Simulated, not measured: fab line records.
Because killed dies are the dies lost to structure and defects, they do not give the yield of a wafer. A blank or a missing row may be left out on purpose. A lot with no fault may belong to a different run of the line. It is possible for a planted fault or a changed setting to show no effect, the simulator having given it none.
Code-filled problem report in 8D (eight disciplines) form + flow sky130 + the parts of the form that need people (team, actions taken, sign-off) are left out

## 1. THE ISSUE
POLY_GATE_CVD_00_THK at SKY_POLY_GATE_THK_MEAS_01 reads a mean of 292.7 nm on 6 wafers of 2 lots; wafers without a fault read 179.8 nm with a standard deviation of 1.9. Relative to the usual mean, that is a shift of +59 standard deviations.
Seen first at day 17 09:50 on filmMetro-01, wafer L210.1. The record has a number at this step for 36 wafers belonging to 12 lots. The rule behind "out" and "out of limits": a value lying over 4 standard deviations away from the usual mean. The other wafers with a number count as sound.

## 2. WHAT IT IS AND WHAT IT IS NOT
| question                    | is                         | is not                                                                                 |
|-----------------------------|----------------------------|----------------------------------------------------------------------------------------|
| which readings at this step | POLY_GATE_CVD_00_THK       | -                                                                                      |
| which lots                  | L210, L211                 | L201, L204, L205, L206, L207, L208, L220, L222, L223, L224                             |
| which wafers of those lots  | all that have a number     | -                                                                                      |
| read on which gauges        | filmMetro-01, filmMetro-03 | filmMetro-02                                                                           |
| when                        | from day 17 09:50          | up to then (18 sound wafers); but 12 sound wafers of L220, L222, L223, L224 came after |

## 3. WHAT RULES OUT EACH SUSPECT
Counting: a tool at any process step up to the reading remains a suspect when it ran all the lots that are out and ran no sound lot after the first of those.
- the gauge at SKY_POLY_GATE_THK_MEAS_01 is ruled out. The wafers that are out were read on 2 gauges (filmMetro-01, filmMetro-03).
- lpcvd-01 at SKY_POLY_GATE_CVD_00 (deposits poly-Si, target thk 180 nm, time 720 s): ruled out as a lasting fault. After its first lot that is out, L210 (day 17 08:38), sound lots L220, L222, L223, L224 ran on it.
Left after counting: nothing in the record.

## 4. THE CAUSE (what the simulator had put in)
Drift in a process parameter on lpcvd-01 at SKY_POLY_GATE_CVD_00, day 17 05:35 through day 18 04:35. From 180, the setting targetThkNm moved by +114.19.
It was ruled out by counting, in error; the rule expects a fault to strike all lots run on its tool from its start on, and this fault did not.

## 5. SEQUENCE OF EFFECTS, ordered by route
Rows list readings where the struck wafers' mean (over those with a number) sits beyond 3 standard deviations from the usual. Only readings for which the record gives a usual standard deviation are gone through. hours: the time from each lot's start at the first step in this table that gives one to its start at this step, as a median over the lots. sigmas: the change in usual standard deviations.
| hours | step                      | reading              | usual    | on struck wafers | change | sigmas |
|-------|---------------------------|----------------------|----------|------------------|--------|--------|
| 0     | SKY_POLY_GATE_THK_MEAS_01 | POLY_GATE_CVD_00_THK | 179.8 nm | 292.7            | +112.9 | +59    |

## 6. WHAT WOULD HAVE CAUGHT IT SOONER
Counted from the fault's start at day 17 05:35, it took 4 hours until the first out-of-limits reading at a measuring or inspecting step in this record, taken at day 17 09:50.
Of the tool readings at SKY_POLY_GATE_CVD_00 for which the record gives a usual standard deviation, none was out on any struck wafer, so an alarm limit of 4 standard deviations on them would not have fired.
